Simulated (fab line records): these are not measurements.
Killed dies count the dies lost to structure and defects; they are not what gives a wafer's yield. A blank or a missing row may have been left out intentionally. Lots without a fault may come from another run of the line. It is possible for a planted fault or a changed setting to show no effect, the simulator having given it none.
fab line records ; flow sky130
[record] lots = 5; wafers = 15; lastDay = 50
route steps=708 shown SONOS_ONO@173 PAD_OPEN@708
lots untouched by any fault: they come from a run of this same line in which no faults occurred
startH: the number of hours between the record's first day and the start of the first shown wafer of the lot ; waitH: how many hours have passed since the lot's step before this one ; " repeats the value in the row above ; L1.1+2: a single row standing in for several wafers ; - either no value or no given start ; * or withheld: withheld ; < > ~ a bound
route shown NAME@n: NAME is a module with steps in the file, n the number in the route of the first one ; usual: average and standard deviation across the fault-free wafers ; same: alike in all rows ; chamber/n: place in a boat ; sites: the reading at each site ; _std_site: standard deviation of those values ; _edge_site: outer sites' mean less inner sites' ; radiusMm: for every site, how far away it sits from the centre of the wafer ; mask NAME#n: copy n ; behind: tool/chamber where the wafer was last shaped ; hold: why the lot went on hold/how many hours it stayed there/how the hold came to an end ; device: which transistor (n, p or np) failed to switch ; end of line: at the end of the route, the tests of the same wafers ; where a step has no rows: the recipe by itself ; killed: count of dies lost to structure and defects at first sort (not the wafer's yield) ; map: the dies of a wafer, with x for killed, . for not killed, _ for no die there
set.NAME: setting as actually run; set.NAME@STEP: the setting as run at that earlier step ; model.NAME: the simulator's own value behind a step, which no gauge read
lots at some steps of the route; a table a step, a row a wafer
services: the hour from which a tool's chamber was out of use, counted from the record's first day as startH (under 0 if before that day), plus the number of hours and why
[[steps]]
[step SKY_SONOS_ONO_THK_MEAS_05]
[recipe] reads = SiO2_of_SONOS_ONO_CVD_04
[usual] SONOS_ONO_CVD_04_THK = 5.76/0.11
lot.wafer;tool;chamber;startH;waitH;SONOS_ONO_CVD_04_THK[nm]
L731.1;filmMetro-02;-;321.87;0.0;5.93
L731.2;filmMetro-02;-;321.87;0.0;5.92
L731.6;filmMetro-02;-;321.87;0.0;5.98
L738.4;filmMetro-02;-;372.56;0.0;5.86
L738.5;filmMetro-02;-;372.56;0.0;5.76
L738.6;filmMetro-02;-;372.56;0.0;5.81
L744.2;filmMetro-03;-;423.31;0.0;5.82
L744.3;filmMetro-03;-;423.31;0.0;5.80
L744.6;filmMetro-03;-;423.31;0.0;5.71
L745.1;filmMetro-02;-;432.38;0.0;5.62
L745.5;filmMetro-02;-;432.38;0.0;5.57
L745.6;filmMetro-02;-;432.38;0.0;5.60
L746.2;filmMetro-02;-;437.86;0.0;5.71
L746.5;filmMetro-02;-;437.86;0.0;5.65
L746.6;filmMetro-02;-;437.86;0.0;5.74
[step SKY_SONOS_ONO_DEHYDRATE_06]
[recipe] tempC = 200; timeS = 60
[step SKY_SONOS_ONO_HMDS_07]
[recipe] primeTimeS = 60; primeTempC = 120
[step SKY_SONOS_ONO_COAT_08]
[recipe] resist = NOVOLAK; spinRpm = 3000; resistThkNm = 1140
[step SKY_SONOS_ONO_SOFTBAKE_09]
[recipe] tempC = 90; timeS = 60; resist = NOVOLAK
[step SKY_SONOS_ONO_EXPOSE_10]
[recipe] maskId = ONOM; targetCdNm = 410; na = 0.6; sourceShape = conventional; sigmaOuter = 0.6; doseMj = 150
[step SKY_SONOS_ONO_PEB_11]
[recipe] tempC = withheld; timeS = *; resist = NOVOLAK
[step SKY_SONOS_ONO_DEVELOP_12]
[recipe] developTimeS = 60; devTempC = 23
[step SKY_SONOS_ONO_CD_MEAS_13]
[recipe] targetCdNm = 410
[usual] cdNm = 409.7/2
lot.wafer;tool;chamber;startH;waitH;cdNm
L731.1;cdSem-02;-;347.31;0.1;407.2
L731.2;cdSem-02;-;347.31;0.1;407.2
L731.6;cdSem-02;-;347.31;0.1;408.1
L738.4;cdSem-01;-;401.62;0.1;411.6
L738.5;cdSem-01;-;401.62;0.1;411.7
L738.6;cdSem-01;-;401.62;0.1;408.9
L744.2;cdSem-01;-;454.32;0.1;410.1
L744.3;cdSem-01;-;454.32;0.1;408.5
L744.6;cdSem-01;-;454.32;0.1;412.1
L745.1;cdSem-02;-;463.60;0.1;412.7
L745.5;cdSem-02;-;463.60;0.1;411.8
L745.6;cdSem-02;-;463.60;0.1;414.0
L746.2;cdSem-02;-;468.18;0.1;410.0
L746.5;cdSem-02;-;468.18;0.1;407.3
L746.6;cdSem-02;-;468.18;0.1;409.7
[step SKY_SONOS_ONO_OVL_MEAS_14]
[usual] SONOS_ONO_OVL = -0.1/1.2
lot.wafer;tool;chamber;startH;waitH;SONOS_ONO_OVL[nm]
L731.1;overlay-01;-;347.43;0.1;-2.2
L731.2;overlay-01;-;347.43;0.1;-2.5
L731.6;overlay-01;-;347.43;0.1;-1.8
L738.4;overlay-02;-;401.70;0.1;0.5
L738.5;overlay-02;-;401.70;0.1;1.9
L738.6;overlay-02;-;401.70;0.1;1.6
L744.2;overlay-02;-;454.43;0.1;0.0
L744.3;overlay-02;-;454.43;0.1;0.8
L744.6;overlay-02;-;454.43;0.1;1.3
L745.1;overlay-01;-;463.72;0.1;-0.8
L745.5;overlay-01;-;463.72;0.1;0.6
L745.6;overlay-01;-;463.72;0.1;-0.1
L746.2;overlay-01;-;468.29;0.1;-0.9
L746.5;overlay-01;-;468.29;0.1;-0.6
L746.6;overlay-01;-;468.29;0.1;0.3
[step SKY_SONOS_ONO_ETCH_15]
[recipe] targetDepthNm = 19.52; chemistry = CHF3/O2; sourceW = 600; biasW = 200; pressureMtorr = 40; chf3FlowSccm = 50; O2_flow_sccm = 5; timeS = 7.8
[usual] drypumpMotorCurrentA = 5.5/0.42; oesProductAu = 0.999/0.007; throttleValvePct = 8.823/0.0088
lot.wafer;tool;chamber;startH;waitH;drypumpMotorCurrentA;oesProductAu;rfHoursCounterH;throttleValvePct
L731.1;rieDiel-04;0;347.47;0.0;5.1;1.014;6;8.819
L731.2;rieDiel-04;3;347.47;0.0;6.2;1.012;1;8.820
L731.6;rieDiel-04;0;347.47;0.0;5.1;1.006;-;8.833
L738.4;rieDiel-03;1;401.72;0.0;5.5;1.001;2;8.825
L738.5;rieDiel-03;3;401.72;0.0;5.3;0.997;-;8.820
L738.6;rieDiel-03;0;401.72;0.0;5.9;0.998;-;8.818
L744.2;rieDiel-04;1;454.46;0.0;4.8;1.005;4;8.825
L744.3;rieDiel-04;2;454.46;0.0;5.4;1.003;95;8.830
L744.6;rieDiel-04;1;454.46;0.0;4.8;1.003;-;8.812
L745.1;rieDiel-04;0;463.76;0.0;5.1;0.997;8;8.820
L745.5;rieDiel-04;1;463.76;0.0;4.8;0.982;-;8.827
L745.6;rieDiel-04;0;463.76;0.0;5.1;0.995;-;8.809
L746.2;rieDiel-03;3;468.32;0.0;5.4;0.994;7;8.817
L746.5;rieDiel-03;3;468.32;0.0;5.4;0.980;-;8.828
L746.6;rieDiel-03;0;468.32;0.0;6.0;1.001;-;8.838
[step SKY_SONOS_ONO_WET_ETCH_16]
[recipe] chemistry = dHF; targetDepthNm = 14; dry = n2Spin; target = SiO2; dilution = 100:1; tempC = 25; timeS = 280
[step SKY_SONOS_ONO_STRIP_17]
[recipe] chemistry = O2/N2; powerW = 1400; pressureMtorr = 1500; platenTempC = withheld; o2FlowSccm = 3000; n2FlowSccm = 300; overashFraction = 0.5
[usual] chamberPressureMTorr = 1500.2/1.2; drypumpMotorCurrentA = 5.7/0.48; oesProductAu = 0.710/0.0041; stripTimeToEndpointS = 14.09/0.044
lot.wafer;tool;chamber;startH;waitH;chamberPressureMTorr;drypumpMotorCurrentA;oesProductAu;rfHoursCounterH;stripTimeToEndpointS;model.NOVOLAK_of_SONOS_ONO_COAT_08.thkNm
L731.1;plasmaAsher-01;0;347.58;0.0;1499.5;4.9;0.713;65;14.11;0
L731.2;plasmaAsher-01;1;347.58;0.0;1499.2;5.5;0.710;65;14.13;0
L731.6;plasmaAsher-01;1;347.58;0.0;1498.8;5.5;0.710;-;14.10;0
L738.4;plasmaAsher-04;1;401.86;0.0;1505.0;5.4;0.765;-;-;864.2
L738.5;plasmaAsher-04;0;401.86;0.0;1497.2;6.3;0.716;-;-;863.8
L738.6;plasmaAsher-04;1;401.86;0.0;1507.3;5.5;0.736;-;-;862.6
L744.2;plasmaAsher-04;0;454.65;0.0;1500.0;6.3;0.718;60;14.07;0
L744.3;plasmaAsher-04;1;454.65;0.0;1501.9;5.5;0.709;-;13.99;0
L744.6;plasmaAsher-04;0;454.65;0.0;1500.2;6.3;0.712;-;14.05;0
L745.1;plasmaAsher-02;0;463.86;0.0;1501.2;6.2;0.709;79;14.12;0
L745.5;plasmaAsher-02;0;463.86;0.0;1499.4;6.2;0.709;-;14.09;0
L745.6;plasmaAsher-02;1;463.86;0.0;1497.4;5.8;0.713;-;14.11;0
L746.2;plasmaAsher-04;1;468.42;0.0;1500.6;5.4;0.703;61;14.10;0
L746.5;plasmaAsher-04;0;468.42;0.0;1500.7;6.3;0.712;-;14.10;0
L746.6;plasmaAsher-04;1;468.42;0.0;1499.8;5.5;0.715;-;14.11;0
[step SKY_SONOS_ONO_WET_ETCH_18]
[recipe] chemistry = H3PO4; targetDepthNm = 15; target = Si3N4; tempC = 160; timeS = 172
[step SKY_PAD_OPEN_PROBE_99]
[usual] killed_at_M0_to_M3 = 43/6.9; killed_at_M4_up = 3.2/2; killedAtContacts = 25/5.1; killedAtFrontEnd = 15/4.5; killedAtOther = 0.2/0.51; killedDies = 85/9.5; killedOnRim = 16/3.7; killedOpen = 48/6.9; killedShort = 38/6.7
[same] grossDies = 492; killedAtBackSide = 0
lot.wafer;tool;chamber;startH;waitH;killed_at_M0_to_M3;killed_at_M4_up;killedAtContacts;killedAtFrontEnd;killedAtOther;killedDies;killedOnRim;killedOpen;killedShort
L731.2;prober-02;-;1124.10;0.1;48;5;20;18;0;91;16;53;38
L738.4;prober-01;-;1159.37;0.2;51;6;23;412;0;492;96;47;55
L738.5;prober-01;-;1159.42;0.2;53;5;17;417;0;492;96;40;44
L738.6;prober-01;-;1159.47;0.2;44;4;19;425;0;492;96;40;37
L746.2;prober-01;-;1194.63;0.1;43;4;24;9;1;81;9;53;28
L746.5;prober-01;-;1194.78;0.2;37;3;27;16;1;84;15;47;37
L746.6;prober-01;-;1194.83;0.2;46;2;26;22;0;96;18;48;48
// killed by level:class
L731.2 VIA3:geometricParticle:open=11 VIA1:geometricParticle:open=10 LI_CONTACT:geometricParticle:open=7 POLY_GATE:geometricParticle:short=6 VIA1:geometricParticle:short=6 METAL2:geometricParticle:short=5 CONTACT:geometricParticle:open=5 METAL1:geometricParticle:short=5
L738.4 GATE_OXIDE:areaOxidation=390 METAL1:geometricParticle:short=10 POLY_GATE:geometricParticle:short=9 LI_CONTACT:geometricParticle:open=9 VIA1:geometricParticle:open=7 VIA2:geometricParticle:open=7 LOCAL_INTERCONNECT:geometricParticle:short=5 METAL2:geometricParticle:short=5
L738.5 GATE_OXIDE:areaOxidation=408 VIA1:geometricParticle:open=8 VIA3:geometricParticle:open=7 METAL1:geometricParticle:short=7 CONTACT:geometricParticle:short=6 VIA1:geometricParticle:short=6 METAL2:geometricParticle:short=6 VIA2:geometricParticle:open=6
L738.6 GATE_OXIDE:areaOxidation=415 METAL2:geometricParticle:short=9 VIA2:geometricParticle:open=8 LI_CONTACT:geometricParticle:open=7 VIA1:geometricParticle:open=7 FIELD_ISO:geometricParticle:open=6 CONTACT:geometricParticle:short=6 VIA3:geometricParticle:open=5
L746.2 CONTACT:geometricParticle:open=15 VIA1:geometricParticle:open=10 VIA3:geometricParticle:open=7 METAL1:geometricParticle:short=4 METAL1:geometricParticle:open=4 VIA1:geometricParticle:short=4 POLY_GATE:geometricParticle:open=3 LI_CONTACT:geometricParticle:open=3
L746.5 LI_CONTACT:geometricParticle:open=8 VIA1:geometricParticle:open=8 VIA3:geometricParticle:open=8 FIELD_ISO:geometricParticle:short=5 CONTACT:geometricParticle:open=5 LI_CONTACT:geometricParticle:short=5 FIELD_ISO:geometricParticle:open=4 METAL2:geometricParticle:short=4
L746.6 LI_CONTACT:geometricParticle:open=10 VIA2:geometricParticle:open=10 METAL1:geometricParticle:short=8 VIA1:geometricParticle:open=7 CONTACT:geometricParticle:short=7 METAL2:geometricParticle:short=7 FIELD_ISO:geometricParticle:short=6 FIELD_ISO:geometricParticle:open=5
// map L738.4 (x killed, . not)
__________xxxxxxxxxx_________
________xxxxxxxxxxxxxx_______
______xxxxxxxxxxxxxxxxxx_____
_____xxxxxxxxxxxxxxxxxxxx____
____xxxxxxxxxxxxxxxxxxxxxx___
___xxxxxxxxxxxxxxxxxxxxxxxx__
__xxxxxxxxxxxxxxxxxxxxxxxxxx_
_xxxxxxxxxxxxxxxxxxxxxxxxxxxx
_xxxxxxxxxxxxxxxxxxxxxxxxxxxx
_xxxxxxxxxxxxxxxxxxxxxxxxxxxx
_xxxxxxxxxxxxxxxxxxxxxxxxxxxx
_xxxxxxxxxxxxxxxxxxxxxxxxxxxx
_xxxxxxxxxxxxxxxxxxxxxxxxxxxx
_xxxxxxxxxxxxxxxxxxxxxxxxxxxx
_xxxxxxxxxxxxxxxxxxxxxxxxxxxx
__xxxxxxxxxxxxxxxxxxxxxxxxxx_
___xxxxxxxxxxxxxxxxxxxxxxxx__
____xxxxxxxxxxxxxxxxxxxxxx___
_____xxxxxxxxxxxxxxxxxxxx____
______xxxxxxxxxxxxxxxxxx_____
________xxxxxxxxxxxxxx_______
__________xxxxxxxxxx_________
// map L746.6 (x killed, . not)
__________...x.x...._________
________..x..x..x..x.._______
______......x..........._____
_____............x.x....x____
____....xx.......xx.......___
___.xxxxx..x.....x....x....__
__x......x....x...x...xxx..._
_..............x..x....x.....
_....x........x........xx....
_.....x......x..x...........x
_........x.....x.....x.......
_.xx..............x....x.x.x.
_x.........x........x...x..x.
_....x..xx.x.........x.......
_.......x.....x...xxx........
__.x.....xx.x..x............_
___x.....x.x.x..........x..__
____.xxxx........x.xxx....___
_____.....x.....xx......x____
______.....x....x..x.x.x_____
________..x.x..x......_______
__________........xx_________
[[services]]
tool;chamber;startH;hours;kind
rieDiel-04;1;341.86;9.9;repair
plasmaAsher-04;-;348.73;13.9;repair
plasmaAsher-02;-;367.86;12.4;repair
rieDiel-04;-;367.94;0.2;repair
rieDiel-04;2;372.37;3.8;repair
rieDiel-04;-;380.98;2.1;repair
rieDiel-04;-;391.67;0.4;repair
rieDiel-03;2;392.90;2.6;repair
plasmaAsher-04;-;407.49;2.8;pm
rieDiel-03;0;412.91;2.7;repair
plasmaAsher-01;-;421.25;9.0;pm
plasmaAsher-01;0;421.25;9.0;ventCycle
plasmaAsher-01;1;421.25;9.0;ventCycle
rieDiel-04;3;426.66;2.5;repair
plasmaAsher-01;0;430.25;-;clean
plasmaAsher-01;1;430.25;-;clean
[[key]]
[firstSign] step = SKY_SONOS_ONO_STRIP_17; reading = oesProductAu; direction = up; sigmas = 7; usual = 0.710; struck = 0.739; wafersMoved = 2
[effect] step = SKY_SONOS_ONO_STRIP_17; reading = chamberPressureMTorr; direction = up; sigmas = 2.4; usual = 1500.2; struck = 1503.2; wafersMoved = 2
[effect] step = SKY_PAD_OPEN_PROBE_99; reading = killedAtFrontEnd; direction = up; sigmas = 89; usual = 15; struck = 418
[modelEffect] step = SKY_SONOS_ONO_STRIP_17; value = NOVOLAK_of_SONOS_ONO_COAT_08.thkNm; without = 0; struck = 863.5
[moreKillsBornAt] SKY_GATE_OXIDE_OXIDATION_01@furnace-01 = 1213
metAt SKY_SONOS_ONO_STRIP_17
struckWafers L738.4,L738.5,L738.6
laterRowsLeftOut L738.4,L738.5,L738.6
testerLeftOut L738
[fault] kind = stripAborted; tool = plasmaAsher-04; chamber = -; onsetH = 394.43; steps = SKY_SONOS_ONO_STRIP_17; offset = 0.97764; endH = 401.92
// testerLeftOut: of these lots the tester's yield and bins aren't shown, on N5 and GAA mostly nor the transistor test; their killed dies are dies lost to structure and defects alone, not to doping, threshold or leakage, so they don't give the yield
// laterRowsLeftOut: the simulator's readings of these wafers behind a module that went badly wrong aren't trusted and aren't shown, but for the sort
